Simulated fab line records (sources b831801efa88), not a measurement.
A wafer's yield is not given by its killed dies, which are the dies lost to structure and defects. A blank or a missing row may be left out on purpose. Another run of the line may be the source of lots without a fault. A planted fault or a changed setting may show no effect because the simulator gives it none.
Which tool is to blame? + flow gf180mcu + 6 lots with 18 wafers sampled at 3 steps, on a route of 602 steps

WHAT THE GAUGES READ, wafer by wafer
GF_MVSD_OVL_MEAS_07.
| lot  | measured    | on         | MVSD_OVL (nm)  |
|------|-------------|------------|----------------|
| L909 | day 6 04:08 | overlay-02 | - - -          |
| L913 | day 6 22:39 | overlay-01 | 3.6 3.5 4.0    |
| L919 | day 8 07:33 | overlay-02 | -0.4 -0.9 -1.0 |
| L921 | day 8 16:41 | overlay-01 | 1.8 2.0 2.1    |
| L923 | day 9 04:31 | overlay-02 | 2.1 0.7 2.3    |
| L925 | day 9 13:52 | overlay-02 | 0.9 -0.4 -0.2  |

WHAT TOOL EACH LOT RAN ON (gives the tool, then ch and the chambers of the sampled wafers, and finally the start)
| lot  | GF_STI_ETCH_14                  | GF_MVSD_EXPOSE_04                  |
|------|---------------------------------|------------------------------------|
| L909 | rie si-02 ch 0,2,3, day 3 07:17 | iline stepper-02 ch 0, day 5 20:44 |
| L913 | rie si-01 ch 0,1, day 4 08:02   | iline stepper-02 ch 0, day 6 15:17 |
| L919 | rie si-01 ch 0,2,3, day 5 11:42 | iline stepper-01 ch 0, day 7 23:40 |
| L921 | rie si-01 ch 0,1, day 5 21:56   | iline stepper-01 ch 0, day 8 08:56 |
| L923 | rie si-01 ch 1,3, day 6 08:47   | iline stepper-02 ch 0, day 8 20:26 |
| L925 | rie si-02 ch 0,1,3, day 6 18:32 | iline stepper-02 ch 0, day 9 05:46 |
- GF_STI_ETCH_14: etches Si in HBr/Cl2/O2, target depth 360 nm, time 102.9 s.
- GF_MVSD_EXPOSE_04: exposes mask MVSD, target cd 1000 nm.

THE ANSWER, worked out from the rows above alone
Rule: the lots themselves supply what counts as usual. Put in order of their means at a reading, lots are off if they are a third of the lots or fewer, leave a main group of 4 or more, and stand apart from it by a gap of 3 or more times the standard deviation of the main group's means; of several such gaps the widest counts. A main group whose means are all the same, to the digits that the tables above print for the reading, isn't used. Also off: a lot with no number at a reading for which 4 or more lots have one. The other lots that the step has rows for count as sound.
Off: L909, seen at GF_MVSD_OVL_MEAS_07 (MVSD_OVL). Without a number there: L909. The main group: mean 1.3 nm, standard deviation 1.6.
A tool fits if, at a process step before that reading, it ran every lot that is off, and no sound lot after the first of them. Gauges at GF_MVSD_OVL_MEAS_07: tried the same way as those tools. Of those tried, none fits.

WHAT WAS PUT IN BY THE SIMULATOR
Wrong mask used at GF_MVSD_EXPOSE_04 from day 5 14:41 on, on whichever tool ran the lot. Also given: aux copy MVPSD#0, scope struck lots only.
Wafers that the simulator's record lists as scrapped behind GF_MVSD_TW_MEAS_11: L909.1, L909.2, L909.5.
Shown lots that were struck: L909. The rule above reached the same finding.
